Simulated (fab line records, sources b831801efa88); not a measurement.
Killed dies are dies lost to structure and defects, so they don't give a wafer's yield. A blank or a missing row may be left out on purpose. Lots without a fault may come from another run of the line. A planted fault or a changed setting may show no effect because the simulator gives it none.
fab line records | flow gf180mcu
record lots=5 wafers=15 last_day=32
route steps=602 shown M2@381 V2@382 M3@409
lots that met no fault: from a run of the same line without faults
start_h: hours from the record's first day to the start of the lot's first wafer shown | wait_h: hours since the lot's step before | " the same as in the row above | L1.1+2: a row that stands for several wafers | - no value, or no start given | * or withheld: withheld | < > ~ a bound
route shown NAME@n: a module of which the file shows steps, and the number in the route of the first | usual: mean/standard deviation of fault-free wafers | same: alike in all rows | chamber/n: place in a boat | sites: the reading at each site | _std_site: their standard deviation | _edge_site: outer sites' mean less inner sites' | radius_mm: how far each site lies from the wafer's centre | mask NAME#n: copy n | behind: the tool/chamber that last shaped the wafer | hold: why the lot was held/for how many hours/how that ended | device: the transistor (n, p or np) that didn't switch | end of line: the same wafers' tests at the end of the route | a step without rows: its recipe alone | killed: dies lost to structure and defects at the first sort, not the wafer's yield | map: a wafer's dies, x killed, . not, _ none there
set.NAME: the setting as run; set.NAME@STEP: as run at that earlier step | model.NAME: the simulator's own value behind a step, which no gauge read
lots at some steps of the route; a table a step, a row a wafer
services: from which hour (start_h, from the record's first day; less than 0 if before it) a tool's chamber was out of use, for how many hours, and why
## steps
# step GF_M2_CLEAN_19
# recipe chemistry=DIW dry=n2_spin
# columns lot.wafer tool chamber start_h wait_h
L076.1+3+4 wet_bench-03 1 456.33 0.0
L080.1+5+6 wet_bench-02 3 489.24 0.0
L082.4+5+6 wet_bench-02 0 513.38 0.0
L088.4+5+6 wet_bench-02 1 558.27 0.0
L090.2+4+6 wet_bench-02 2 576.45 0.0
# step GF_V2_CVD_00
# recipe material=SiO2 target_thk_nm=600 sigma_open_frac=0.3 temp_c=400 time_s=100 sih4_flow_sccm=60 pressure_mtorr=6
# columns lot.wafer tool chamber start_h wait_h
L076.1+3+4 hdpcvd-02 0,1,1 456.43 0.0
L080.1+5+6 hdpcvd-02 0,2,0 489.34 0.0
L082.4+5+6 hdpcvd-01 2,1,0 513.51 0.0
L088.4+5+6 hdpcvd-02 1,2,0 558.40 0.0
L090.2+4+6 hdpcvd-02 1,2,1 576.54 0.0
# step GF_V2_THK_MEAS_01
# recipe reads=SiO2_of_V2_CVD_00
# usual V2_CVD_00_THK=602/8.1
# columns lot.wafer tool chamber start_h wait_h V2_CVD_00_THK[nm]
L076.1 film_metro-01 - 456.51 0.0 594
L076.3 " - " " 605
L076.4 " - " " 601
L080.1 film_metro-03 - 489.41 0.0 600
L080.5 " - " " 598
L080.6 " - " " 603
L082.4 film_metro-03 - 513.58 0.0 597
L082.5 " - " " 592
L082.6 " - " " 592
L088.4 film_metro-01 - 558.46 0.0 598
L088.5 " - " " 602
L088.6 " - " " 600
L090.2 film_metro-04 - 576.63 0.0 604
L090.4 " - " " 598
L090.6 " - " " 605
# step GF_V2_CVD_02
# recipe material=SiO2 target_thk_nm=850 precursor=TEOS temp_c=400 time_s=94.851 rf_w=600
# usual heater_power_w=688/86
# columns lot.wafer tool chamber start_h wait_h heater_power_w
L076.1 pecvd-01 2 456.57 0.1 698
L076.3 " 0 " " 611
L076.4 " 2 " " 778
L080.1 pecvd-02 0 489.47 0.1 786
L080.5 " 0 " " 629
L080.6 " 2 " " 831
L082.4 pecvd-02 1 513.65 0.1 508
L082.5 " 0 " " 629
L082.6 " 2 " " 652
L088.4 pecvd-01 1 558.53 0.1 557
L088.5 " 0 " " 744
L088.6 " 2 " " 673
L090.2 pecvd-01 1 576.68 0.0 693
L090.4 " 1 " " 555
L090.6 " 2 " " 660
# step GF_V2_THK_MEAS_03
# recipe reads=SiO2_of_V2_CVD_02
# usual V2_CVD_02_THK=851/13
# columns lot.wafer tool chamber start_h wait_h V2_CVD_02_THK[nm]
L076.1 film_metro-03 - 456.67 0.1 846
L076.3 " - " " 847
L076.4 " - " " 861
L080.1 film_metro-03 - 489.54 0.0 854
L080.5 " - " " 869
L080.6 " - " " 866
L082.4 film_metro-03 - 513.71 0.0 849
L082.5 " - " " 869
L082.6 " - " " 857
L088.4 film_metro-04 - 558.59 0.0 869
L088.5 " - " " 861
L088.6 " - " " 870
L090.2 film_metro-04 - 576.75 0.0 852
L090.4 " - " " 860
L090.6 " - " " 867
# step GF_V2_CMP_04
# recipe material=SiO2 down_force_psi=4 platen_rpm=60 pad_velocity_m_s=0.94248
# usual motor_current_A=12.9/1.8 time_to_endpoint_s=81/6.6
# columns lot.wafer tool chamber start_h wait_h motor_current_A time_to_endpoint_s
L076.3 cmp-01 3 456.78 0.1 9.8 82
L076.1 " 0 " " 11.1 79
L076.4 " 1 " " 11.2 81
L080.1 cmp-01 0 489.70 0.1 11.8 86
L080.5 " 2 " " 11.0 97
L080.6 " 3 " " 9.8 91
L082.4 cmp-02 2 513.79 0.1 11.6 84
L082.5 " 1 " " 14.1 86
L082.6 " 2 " " 12.5 89
L088.4 cmp-02 0 558.67 0.1 14.1 83
L088.6 " 3 " " 13.9 84
L088.5 " 0 " " 14.7 78
L090.2 cmp-02 1 576.85 0.1 15.8 75
L090.4 " 3 " " 14.2 84
L090.6 " 1 " " 14.9 82
# step GF_V2_BOW_MEAS_05
# recipe mode=bow
# usual V2_BOW=99/8.6
# columns lot.wafer tool chamber start_h wait_h V2_BOW[um]
L076.1 film_metro-03 - 457.03 0.1 103
L076.3 " - " " 89
L076.4 " - " " 93
L080.1 film_metro-04 - 489.90 0.1 101
L080.5 " - " " 109
L080.6 " - " " 98
L082.4 film_metro-03 - 514.10 0.3 83
L082.5 " - " " 88
L082.6 " - " " 103
L088.4 film_metro-04 - 558.98 0.3 109
L088.5 " - " " 111
L088.6 " - " " 104
L090.2 film_metro-04 - 577.12 0.2 102
L090.4 " - " " 92
L090.6 " - " " 78
# step GF_V2_DEHYDRATE_06
# recipe temp_c=200 time_s=60
# usual resist_line_temp_C=23.00/0.11
# columns lot.wafer tool chamber start_h wait_h resist_line_temp_C
L076.1 litho_track-01 0 467.73 10.7 22.92
L076.3 " 0 " " 23.00
L076.4 " 0 " " 22.92
L080.1 litho_track-03 0 502.04 12.1 22.97
L080.5 " 0 " " 23.06
L080.6 " 0 " " 22.82
L082.4 litho_track-03 0 525.76 11.6 23.23
L082.5 " 0 " " 23.08
L082.6 " 0 " " 23.11
L088.4 litho_track-03 0 569.71 10.7 22.86
L088.5 " 0 " " 23.05
L088.6 " 0 " " 22.93
L090.2 litho_track-03 0 585.91 8.8 23.01
L090.4 " 0 " " 22.91
L090.6 " 0 " " 23.02
# step GF_V2_HMDS_07
# recipe prime_time_s=60 prime_temp_c=120
# usual resist_line_temp_C=23.02/0.089
# columns lot.wafer tool chamber start_h wait_h resist_line_temp_C
L076.1 litho_track-01 0 467.88 0.1 23.10
L076.3 " 0 " " 23.02
L076.4 " 0 " " 23.09
L080.1 litho_track-03 0 502.19 0.1 23.12
L080.5 " 0 " " 23.07
L080.6 " 0 " " 22.99
L082.4 litho_track-03 0 525.91 0.1 22.96
L082.5 " 0 " " 22.85
L082.6 " 0 " " 23.02
L088.4 litho_track-03 0 569.86 0.1 22.96
L088.5 " 0 " " 23.01
L088.6 " 0 " " 22.95
L090.2 litho_track-03 0 586.06 0.1 22.99
L090.4 " 0 " " 23.07
L090.6 " 0 " " 23.12
# step GF_V2_COAT_08
# recipe resist=BARC temp_c=withheld time_s=withheld spin_rpm=withheld resist_thk_nm=withheld
# usual resist_line_temp_C=*
# columns lot.wafer tool chamber start_h wait_h resist_line_temp_C
L076.1 litho_track-01 0 468.03 0.1 *
L076.3 " 0 " " *
L076.4 " 0 " " *
L080.1 litho_track-03 0 502.34 0.1 *
L080.5 " 0 " " *
L080.6 " 0 " " *
L082.4 litho_track-03 0 526.06 0.1 *
L082.5 " 0 " " *
L082.6 " 0 " " *
L088.4 litho_track-03 0 570.01 0.1 *
L088.5 " 0 " " *
L088.6 " 0 " " *
L090.2 litho_track-03 0 586.21 0.1 *
L090.4 " 0 " " *
L090.6 " 0 " " *
# step GF_V2_COAT_09
# recipe resist=KrF spin_rpm=withheld resist_thk_nm=1000
# usual resist_line_temp_C=22.98/0.11
# columns lot.wafer tool chamber start_h wait_h resist_line_temp_C
L076.1 litho_track-01 0 - - 22.90
L076.3 " 0 " " 22.78
L076.4 " 0 " " 22.77
L080.1 litho_track-03 0 - - 22.92
L080.5 " 0 " " 23.12
L080.6 " 0 " " 23.09
L082.4 litho_track-03 0 - - 22.92
L082.5 " 0 " " 23.08
L082.6 " 0 " " 23.00
L088.4 litho_track-03 0 - - 23.03
L088.5 " 0 " " 23.01
L088.6 " 0 " " 22.95
L090.2 litho_track-03 0 - - 22.94
L090.4 " 0 " " 22.81
L090.6 " 0 " " 22.87
# step GF_V2_SOFTBAKE_10
# recipe temp_c=129.5 time_s=60 resist=KrF
# usual resist_line_temp_C=22.98/0.11
# columns lot.wafer tool chamber start_h wait_h resist_line_temp_C
L076.1 litho_track-01 0 - - 23.03
L076.3 " 0 " " 23.07
L076.4 " 0 " " 23.07
L080.1 litho_track-03 0 - - 22.94
L080.5 " 0 " " 23.03
L080.6 " 0 " " 22.94
L082.4 litho_track-03 0 - - 22.98
L082.5 " 0 " " 22.94
L082.6 " 0 " " 22.92
L088.4 litho_track-03 0 - - 22.94
L088.5 " 0 " " 22.79
L088.6 " 0 " " 22.89
L090.2 litho_track-03 0 - - 22.90
L090.4 " 0 " " 22.80
L090.6 " 0 " " 22.90
# step GF_V2_EXPOSE_11
# recipe mask_id=Via2 target_cd_nm=260 na=0.68 source_shape=conventional sigma_outer=0.6 dose_mj=38
# columns lot.wafer tool chamber start_h wait_h mask
L076.1+3+4 krf_scanner-01 0 - - Via2#0
L080.1+5+6 krf_scanner-01 0 - - Via2#0
L082.4+5+6 krf_scanner-01 0 - - Via2#0
L088.4+5+6 krf_scanner-02 0 - - Via2#0
L090.2+4+6 krf_scanner-02 0 - - Via2#0
# step GF_V2_PEB_12
# recipe peb_temp_c=135 peb_time_s=90 resist=KrF
# usual resist_line_temp_C=23.01/0.12
# columns lot.wafer tool chamber start_h wait_h resist_line_temp_C
L076.1 litho_track-03 0 - - 23.07
L076.3 " 0 " " 22.96
L076.4 " 0 " " 22.83
L080.1 litho_track-03 0 - - 22.94
L080.5 " 0 " " 22.87
L080.6 " 0 " " 22.99
L082.4 litho_track-03 0 - - 22.98
L082.5 " 0 " " 23.11
L082.6 " 0 " " 23.03
L088.4 litho_track-01 0 - - 22.89
L088.5 " 0 " " 22.78
L088.6 " 0 " " 22.93
L090.2 litho_track-01 0 - - 23.09
L090.4 " 0 " " 23.02
L090.6 " 0 " " 23.12
# step GF_V2_DEVELOP_13
# recipe develop_time_s=60 resist=KrF dev_temp_c=21
# usual resist_line_temp_C=23.01/0.11
# columns lot.wafer tool chamber start_h wait_h resist_line_temp_C
L076.1 litho_track-03 0 480.74 0.2 23.05
L076.3 " 0 " " 23.21
L076.4 " 0 " " 23.10
L080.1 litho_track-03 0 513.69 0.2 23.10
L080.5 " 0 " " 23.12
L080.6 " 0 " " 23.00
L082.4 litho_track-03 0 536.81 0.1 23.13
L082.5 " 0 " " 23.00
L082.6 " 0 " " 22.99
L088.4 litho_track-01 0 581.25 0.1 23.03
L088.5 " 0 " " 23.01
L088.6 " 0 " " 22.98
L090.2 litho_track-01 0 597.45 0.2 23.01
L090.4 " 0 " " 22.94
L090.6 " 0 " " 22.87
# step GF_V2_CD_MEAS_14
# recipe target_cd_nm=260
# usual cd_nm=260.0/1.2
# columns lot.wafer tool chamber start_h wait_h cd_nm
L076.1 cd_sem-02 - 480.89 0.1 259.3
L076.3 " - " " 258.9
L076.4 " - " " 258.5
L080.1 cd_sem-01 - 513.84 0.1 261.7
L080.5 " - " " 262.0
L080.6 " - " " 261.4
L082.4 cd_sem-01 - 536.95 0.1 259.6
L082.5 " - " " 258.9
L082.6 " - " " 259.5
L088.4 cd_sem-02 - 581.38 0.1 261.5
L088.5 " - " " 261.5
L088.6 " - " " 262.1
L090.2 cd_sem-02 - 597.59 0.1 260.5
L090.4 " - " " 260.8
L090.6 " - " " 261.0
# step GF_V2_OVL_MEAS_15
# usual V2_OVL=1/5
# columns lot.wafer tool chamber start_h wait_h V2_OVL[nm]
L076.1 overlay-02 - 481.01 0.1 6
L076.3 " - " " 2
L076.4 " - " " 0
L080.1 overlay-01 - 513.96 0.1 0
L080.5 " - " " 8
L080.6 " - " " 3
L082.4 overlay-01 - 537.02 0.1 1
L082.5 " - " " 3
L082.6 " - " " 1
L088.4 overlay-02 - 581.46 0.1 -1
L088.5 " - " " -6
L088.6 " - " " -9
L090.2 overlay-01 - 597.70 0.1 8
L090.4 " - " " 9
L090.6 " - " " 9
# step GF_V2_ETCH_16
# recipe chemistry=N2/H2 target_depth_a=withheld overetch_a=withheld time_s=withheld target=BARC ion_energy_ev=200 source_w=500 bias_w=100 pressure_mtorr=30 n2_flow_sccm=100 h2_flow_sccm=200
# usual drypump_motor_current_A=5.9/0.37 oes_product_au=0.855/0.0046 throttle_valve_pct=13.225/0.0091
# columns lot.wafer tool chamber start_h wait_h drypump_motor_current_A oes_product_au throttle_valve_pct
L076.1 rie_diel-02 2 481.04 0.0 5.5 0.855 13.220
L076.3 " 3 " " 5.7 0.857 13.222
L076.4 " 0 " " 6.0 0.857 13.232
L080.1 rie_diel-02 2 513.99 0.0 5.5 0.854 13.227
L080.5 " 1 " " 5.6 0.858 13.231
L080.6 " 2 " " 5.5 0.853 13.242
L082.4 rie_diel-02 3 537.04 0.0 5.7 0.848 13.224
L082.5 " 1 " " 5.6 0.853 13.209
L082.6 " 0 " " 6.0 0.852 13.216
L088.4 rie_diel-01 0 581.48 0.0 5.7 0.845 13.211
L088.5 " 2 " " 6.2 0.849 13.229
L088.6 " 3 " " 6.7 0.856 13.212
L090.2 rie_diel-03 1 597.73 0.0 6.4 0.856 13.214
L090.4 " 3 " " 5.3 0.861 13.240
L090.6 " 1 " " 6.4 0.855 13.222
# step GF_V2_ETCH_17
# recipe chemistry=C4F8/O2/Ar mask_material=KrF target=SiO2 stop_on=TiN source_w=1500 bias_w=1200 pressure_mtorr=40 c4f8_flow_sccm=withheld O2_flow_sccm=6 Ar_flow_sccm=300 time_s=withheld target_depth_a=6300
# usual oes_product_au=0.855/0.004
# columns lot.wafer tool chamber start_h wait_h oes_product_au
L076.1 rie_diel-02 2 - - 0.855
L076.3 " 3 " " 0.854
L076.4 " 0 " " 0.859
L080.1 rie_diel-02 2 - - 0.858
L080.5 " 1 " " 0.858
L080.6 " 2 " " 0.856
L082.4 rie_diel-02 3 - - 0.862
L082.5 " 1 " " 0.859
L082.6 " 0 " " 0.858
L088.4 rie_diel-01 0 - - 0.856
L088.5 " 2 " " 0.858
L088.6 " 3 " " 0.859
L090.2 rie_diel-03 1 - - 0.856
L090.4 " 3 " " 0.851
L090.6 " 1 " " 0.853
# step GF_V2_STRIP_18
# recipe chemistry=O2/N2 power_w=1400 pressure_mtorr=1500 platen_temp_c=250 o2_flow_sccm=3000 n2_flow_sccm=300 overash_fraction=0.5
# usual drypump_motor_current_A=5.92/0.26 heater_power_w=301/28 oes_product_au=0.591/0.0049
# columns lot.wafer tool chamber start_h wait_h drypump_motor_current_A heater_power_w oes_product_au rf_hours_counter_h
L076.1 plasma_asher-03 1 481.17 - 5.73 336 0.582 37
L076.3 " 0 " " 6.17 259 0.594 -
L076.4 " 1 " " 5.71 329 0.587 -
L080.1 plasma_asher-01 1 514.12 - 5.93 286 0.596 9
L080.5 " 0 " " 6.16 314 0.603 -
L080.6 " 1 " " 5.91 293 0.588 -
L082.4 plasma_asher-03 0 537.20 - 6.19 266 0.587 -
L082.5 " 1 " " 5.76 325 0.576 -
L082.6 " 0 " " 6.21 262 0.590 -
L088.4 plasma_asher-03 1 581.64 - 5.74 324 0.598 -
L088.5 " 0 " " 6.17 261 0.584 -
L088.6 " 1 " " 5.72 319 0.583 -
L090.2 plasma_asher-03 0 597.86 - 6.14 265 0.587 52
L090.4 " 1 " " 5.78 324 0.594 -
L090.6 " 1 " " 5.78 324 0.594 -
# step GF_V2_STRIP_19
# recipe chemistry=post_etch_residue_remover time_s=1200 temp_c=72.5
# columns lot.wafer tool chamber start_h wait_h
L076.1+3+4 wet_bench-01 1 481.27 0.1
L080.1+5+6 wet_bench-03 0 514.22 0.1
L082.4+5+6 wet_bench-04 3 537.27 0.0
L088.4+5+6 wet_bench-01 0 581.71 0.0
L090.2+4+6 wet_bench-03 3 597.96 0.1
# step GF_V2_CLEAN_20
# recipe chemistry=DIW dry=n2_spin
# columns lot.wafer tool chamber start_h wait_h
L076.1+3+4 wet_bench-04 0 481.61 0.0
L080.1+5+6 wet_bench-01 2 514.56 0.0
L082.4+5+6 wet_bench-03 3 537.64 0.0
L088.4+5+6 wet_bench-03 3 582.05 0.0
L090.2+4+6 wet_bench-04 1 598.30 0.0
# step GF_V2_SPUTTER_21
# recipe material=Ti target_thk_nm=15 chamber_pressure_pa=5 power_w=2500 substrate_temp_c=200 time_s=80.02
# usual chamber_pressure_pa=5.000/0.0087 throttle_valve_pct=29.7/0.66
# columns lot.wafer tool chamber start_h wait_h chamber_pressure_pa throttle_valve_pct
L076.1 pvd_sputter-01 - 481.70 0.0 4.999 29.7
L076.3 " - " " 4.996 30.5
L076.4 " - " " 4.988 30.2
L080.1 pvd_sputter-03 - 514.65 0.0 4.986 28.8
L080.5 " - " " 4.998 28.7
L080.6 " - " " 4.998 28.7
L082.4 pvd_sputter-03 - 537.74 0.0 4.999 28.5
L082.5 " - " " 5.006 29.2
L082.6 " - " " 4.991 30.1
L088.4 pvd_sputter-01 - 582.14 0.0 5.001 29.6
L088.5 " - " " 4.995 30.4
L088.6 " - " " 4.999 29.5
L090.2 pvd_sputter-04 - 598.39 0.0 4.998 30.3
L090.4 " - " " 5.004 29.9
L090.6 " - " " 5.000 29.7
# step GF_V2_SPUTTER_22
# recipe material=TiN target_thk_nm=10 chamber_pressure_pa=5 power_w=4000 time_s=40
# usual chamber_pressure_pa=5.000/0.011 throttle_valve_pct=29.7/0.63
# columns lot.wafer tool chamber start_h wait_h chamber_pressure_pa throttle_valve_pct
L076.1 pvd_sputter-01 - 481.77 0.0 5.000 30.1
L076.3 " - " " 5.019 30.3
L076.4 " - " " 5.007 29.6
L080.1 pvd_sputter-03 - 514.72 0.0 4.997 28.8
L080.5 " - " " 5.002 28.9
L080.6 " - " " 4.999 28.7
L082.4 pvd_sputter-03 - 537.80 0.0 4.996 28.8
L082.5 " - " " 4.999 29.6
L082.6 " - " " 5.009 29.9
L088.4 pvd_sputter-01 - 582.20 0.0 4.993 30.0
L088.5 " - " " 4.987 30.4
L088.6 " - " " 4.993 28.9
L090.2 pvd_sputter-04 - 598.45 0.0 5.004 30.3
L090.4 " - " " 4.988 29.9
L090.6 " - " " 4.988 29.9
# step GF_V2_CVD_23
# recipe material=W target_thk_nm=350 time_s=104.94 temp_c=400 pressure_torr=40
# usual heater_power_w=883/77
# columns lot.wafer tool chamber start_h wait_h heater_power_w
L076.1 cvd_w-02 0 481.80 0.0 920
L076.3 " 0 " " 935
L076.4 " 1 " " 794
L080.1 cvd_w-02 0 514.75 0.0 927
L080.5 " 0 " " 938
L080.6 " 1 " " 788
L082.4 cvd_w-01 1 537.88 0.1 839
L082.5 " 1 " " 861
L082.6 " 0 " " 958
L088.4 cvd_w-02 1 582.28 0.1 770
L088.5 " 1 " " 784
L088.6 " 0 " " 933
L090.2 cvd_w-02 1 598.49 0.0 801
L090.4 " 1 " " 794
L090.6 " 0 " " 930
# step GF_V2_RS_MEAS_24
# recipe thk_meas_gauge=four-point-probe reads=W_of_V2_CVD_23+TiN_of_V2_SPUTTER_22+Ti_of_V2_SPUTTER_21
# usual V2_W_RS=0.328/0.004
# columns lot.wafer tool chamber start_h wait_h V2_W_RS[ohm/sq]
L076.1 film_metro-04 - 481.92 0.1 0.320
L076.3 " - " " 0.325
L076.4 " - " " 0.322
L080.1 film_metro-04 - 514.87 0.1 0.329
L080.5 " - " " 0.324
L080.6 " - " " 0.326
L082.4 film_metro-04 - 538.02 0.1 0.335
L082.5 " - " " 0.331
L082.6 " - " " 0.322
L088.4 film_metro-01 - 582.41 0.1 0.334
L088.5 " - " " 0.330
L088.6 " - " " 0.331
L090.2 film_metro-03 - 598.62 0.1 0.329
L090.4 " - " " 0.333
L090.6 " - " " 0.328
# step GF_V2_THK_MEAS_25
# recipe thk_meas_gauge=xrf reads=W_of_V2_CVD_23
# usual V2_W_THK=349/5.5
# columns lot.wafer tool chamber start_h wait_h V2_W_THK[nm]
L076.1 film_metro-04 - 482.04 0.1 353
L076.3 " - " " 346
L076.4 " - " " 349
L080.1 film_metro-04 - 514.99 0.1 343
L080.5 " - " " 347
L080.6 " - " " 348
L082.4 film_metro-04 - 538.11 0.1 336
L082.5 " - " " 340
L082.6 " - " " 350
L088.4 film_metro-01 - 582.50 0.1 347
L088.5 " - " " 351
L088.6 " - " " 352
L090.2 film_metro-03 - 598.73 0.1 349
L090.4 " - " " 343
L090.6 " - " " 351
# step GF_V2_CMP_26
# recipe stop_on=SiO2 down_force_psi=3.5 platen_rpm=60 t_overpolish_s=15 target_thk_nm=0 pad_velocity_m_s=0.94248
# usual motor_current_A=11.4/1.5 overpolish_run_s=15.001/0.01 time_to_endpoint_s=85/4.7
# same t_overpolish_s=15
# columns lot.wafer tool chamber start_h wait_h motor_current_A overpolish_run_s time_to_endpoint_s
L076.3 cmp-01 1 482.15 0.1 10.8 14.997 81
L076.4 " 2 " " 10.3 14.984 92
L076.1 " 3 " " 9.2 15.005 91
L080.1 cmp-02 1 515.15 0.1 13.9 15.002 79
L080.6 " 3 " " 13.4 15.000 87
L080.5 " 0 " " 13.0 15.000 90
L082.4 cmp-02 1 538.19 0.1 13.9 15.005 77
L082.5 " 0 " " 13.5 15.018 82
L082.6 " 1 " " 13.9 14.996 78
L088.4 cmp-02 0 582.68 0.2 13.0 15.007 82
L088.6 " 1 " " 13.3 14.996 81
L088.5 " 2 " " 10.5 15.016 91
L090.4 cmp-01 0 598.78 0.0 10.7 14.998 84
L090.2 " 2 " " 10.2 14.992 90
L090.6 " 1 " " 10.3 15.005 82
# step GF_M3_SPUTTER_00
# recipe material=Ti target_thk_nm=37.5 arriving_ion_energy_ev=80 substrate_temp_c=200 chamber_pressure_pa=2 power_w=4000 time_s=150
# usual chamber_pressure_pa=2.000/0.0038 throttle_valve_pct=29.7/0.69
# columns lot.wafer tool chamber start_h wait_h chamber_pressure_pa throttle_valve_pct
L076.1 pvd_sputter-01 - 482.40 0.1 2.004 29.9
L076.3 " - " " 1.993 30.2
L076.4 " - " " 2.000 29.7
L080.1 pvd_sputter-01 - 515.35 0.1 1.999 29.3
L080.5 " - " " 2.005 29.0
L080.6 " - " " 2.007 30.2
L082.4 pvd_sputter-02 - 538.44 0.2 2.000 29.0
L082.5 " - " " 2.002 29.0
L082.6 " - " " 2.003 29.4
L088.4 pvd_sputter-03 - 582.83 0.1 1.996 29.0
L088.5 " - " " 2.002 29.0
L088.6 " - " " 1.996 28.6
L090.2 pvd_sputter-01 - 599.08 0.1 2.002 29.2
L090.4 " - " " 1.999 29.9
L090.6 " - " " 2.005 29.7
# step GF_M3_SPUTTER_01
# recipe material=TiN target_thk_nm=30 power_w=6500 time_s=25 chamber_pressure_pa=0.4
# usual chamber_pressure_pa=0.4000/0.00087 throttle_valve_pct=29.7/0.7
# columns lot.wafer tool chamber start_h wait_h chamber_pressure_pa throttle_valve_pct
L076.1 pvd_sputter-01 - 482.50 0.1 0.4013 29.8
L076.3 " - " " 0.4005 30.7
L076.4 " - " " 0.4010 30.1
L080.1 pvd_sputter-01 - 515.45 0.1 0.3990 29.1
L080.5 " - " " 0.3991 29.0
L080.6 " - " " 0.4008 30.5
L082.4 pvd_sputter-02 - 538.54 0.1 0.3997 29.3
L082.5 " - " " 0.3991 29.2
L082.6 " - " " 0.3990 29.4
L088.4 pvd_sputter-03 - 582.93 0.1 0.4011 28.8
L088.5 " - " " 0.4002 28.8
L088.6 " - " " 0.4005 28.6
L090.2 pvd_sputter-01 - 599.18 0.1 0.3990 28.9
L090.4 " - " " 0.3988 29.4
L090.6 " - " " 0.3991 29.7
# step GF_M3_SPUTTER_02
# recipe material=AlCu target_thk_nm=450 power_w=10600 time_s=23.9 chamber_pressure_pa=0.4
# usual chamber_pressure_pa=0.4000/0.00079 throttle_valve_pct=29.7/0.68
# columns lot.wafer tool chamber start_h wait_h chamber_pressure_pa throttle_valve_pct
L076.1 pvd_sputter-01 - 482.53 0.0 0.3996 30.0
L076.3 " - " " 0.3987 30.4
L076.4 " - " " 0.3991 29.9
L080.1 pvd_sputter-01 - 515.48 0.0 0.3987 29.1
L080.5 " - " " 0.3999 29.5
L080.6 " - " " 0.3993 30.5
L082.4 pvd_sputter-02 - 538.57 0.0 0.3996 29.3
L082.5 " - " " 0.3994 29.0
L082.6 " - " " 0.4002 29.3
L088.4 pvd_sputter-03 - 582.97 0.0 0.3996 28.9
L088.5 " - " " 0.4000 28.9
L088.6 " - " " 0.3987 28.6
L090.2 pvd_sputter-01 - 599.22 0.0 0.4020 29.1
L090.4 " - " " 0.4007 29.8
L090.6 " - " " 0.3999 29.8
# step GF_M3_SPUTTER_03
# recipe material=Ti target_thk_nm=10 substrate_temp_c=300 chamber_pressure_pa=0.3 power_w=3000 time_s=6.7
# usual chamber_pressure_pa=0.3000/0.00062 throttle_valve_pct=29.7/0.69
# columns lot.wafer tool chamber start_h wait_h chamber_pressure_pa throttle_valve_pct
L076.1 pvd_sputter-01 - 482.56 0.0 0.2995 29.7
L076.3 " - " " 0.2999 30.7
L076.4 " - " " 0.2996 30.0
L080.1 pvd_sputter-01 - 515.51 0.0 0.2996 28.9
L080.5 " - " " 0.2990 29.3
L080.6 " - " " 0.3006 30.5
L082.4 pvd_sputter-02 - 538.60 0.0 0.3006 29.3
L082.5 " - " " 0.2999 28.7
L082.6 " - " " 0.2996 29.1
L088.4 pvd_sputter-03 - 583.00 0.0 0.3015 28.9
L088.5 " - " " 0.3006 29.1
L088.6 " - " " 0.3011 28.7
L090.2 pvd_sputter-01 - 599.25 0.0 0.3003 29.1
L090.4 " - " " 0.3004 29.8
L090.6 " - " " 0.3006 29.9
# step GF_M3_SPUTTER_04
# recipe material=TiN target_thk_nm=50 power_w=6500 time_s=41.7 chamber_pressure_pa=0.4
# usual chamber_pressure_pa=0.4000/0.0007 throttle_valve_pct=29.7/0.7
# columns lot.wafer tool chamber start_h wait_h chamber_pressure_pa throttle_valve_pct
L076.1 pvd_sputter-01 - 482.58 0.0 0.4013 30.0
L076.3 " - " " 0.3996 30.5
L076.4 " - " " 0.3995 29.8
L080.1 pvd_sputter-01 - 515.53 0.0 0.4013 29.2
L080.5 " - " " 0.4002 29.2
L080.6 " - " " 0.3989 30.5
L082.4 pvd_sputter-02 - 538.62 0.0 0.3996 29.1
L082.5 " - " " 0.4009 28.8
L082.6 " - " " 0.3998 29.1
L088.4 pvd_sputter-03 - 583.02 0.0 0.3996 29.3
L088.5 " - " " 0.3997 29.0
L088.6 " - " " 0.4012 29.0
L090.2 pvd_sputter-01 - 599.27 0.0 0.4009 29.2
L090.4 " - " " 0.3991 29.8
L090.6 " - " " 0.3992 29.7
# step GF_M3_RS_MEAS_05
# recipe thk_meas_gauge=four-point-probe reads=TiN_of_M3_SPUTTER_04+Ti_of_M3_SPUTTER_03+AlCu_of_M3_SPUTTER_02+TiN_of_M3_SPUTTER_01+Ti_of_M3_SPUTTER_00
# usual M3_ALCU_RS=0.0695/0.001
# columns lot.wafer tool chamber start_h wait_h M3_ALCU_RS[ohm/sq]
L076.1 film_metro-02 - 482.62 0.0 0.0694
L076.3 " - " " 0.0703
L076.4 " - " " 0.0692
L080.1 film_metro-03 - 515.57 0.0 0.0692
L080.5 " - " " 0.0686
L080.6 " - " " 0.0712
L082.4 film_metro-03 - 538.72 0.1 0.0707
L082.5 " - " " 0.0694
L082.6 " - " " 0.0709
L088.4 film_metro-03 - 583.12 0.1 0.0687
L088.5 " - " " 0.0682
L088.6 " - " " 0.0689
L090.2 film_metro-02 - 599.33 0.0 0.0683
L090.4 " - " " 0.0682
L090.6 " - " " 0.0688
# step GF_M3_THK_MEAS_06
# recipe thk_meas_gauge=xrf reads=AlCu_of_M3_SPUTTER_02
# usual M3_ALCU_THK=459/6.9
# columns lot.wafer tool chamber start_h wait_h M3_ALCU_THK[nm]
L076.1 film_metro-02 - 482.74 0.1 461
L076.3 " - " " 454
L076.4 " - " " 462
L080.1 film_metro-03 - 515.69 0.1 465
L080.5 " - " " 466
L080.6 " - " " 447
L082.4 film_metro-03 - 538.81 0.1 453
L082.5 " - " " 462
L082.6 " - " " 451
L088.4 film_metro-03 - 583.21 0.1 465
L088.5 " - " " 468
L088.6 " - " " 463
L090.2 film_metro-02 - 599.44 0.1 467
L090.4 " - " " 465
L090.6 " - " " 466
## services
# columns tool chamber start_h hours kind
rie_diel-03 - 437.03 2.8 pm
pecvd-01 1 444.30 16.9 repair
pecvd-02 2 446.38 15.0 repair
pvd_sputter-03 - 454.13 4.7 repair
rie_diel-02 2 454.16 8.7 repair
krf_scanner-01 - 456.78 0.8 pm
plasma_asher-03 - 458.81 2.8 pm
krf_scanner-02 - 467.50 1.3 pm
cmp-02 - 472.61 2.6 repair
wet_bench-03 - 480.22 3.1 repair
pvd_sputter-03 - 480.73 2.1 repair
krf_scanner-01 - 483.19 1.0 pm
cmp-02 - 485.18 1.0 repair
pvd_sputter-01 - 490.10 2.8 repair
pvd_sputter-03 - 507.21 5.4 repair
cmp-01 - 515.14 7.2 pm
pecvd-01 2 521.86 23.4 repair
cmp-02 - 529.59 8.5 pm
hdpcvd-02 0 559.86 13.6 repair
cmp-01 - 572.10 4.0 pm
pecvd-01 - 591.12 14.0 pm
krf_scanner-01 - 593.14 1.3 pm
pvd_sputter-02 - 593.36 6.3 repair
pecvd-01 - 598.18 1.6 repair
## key
fault none
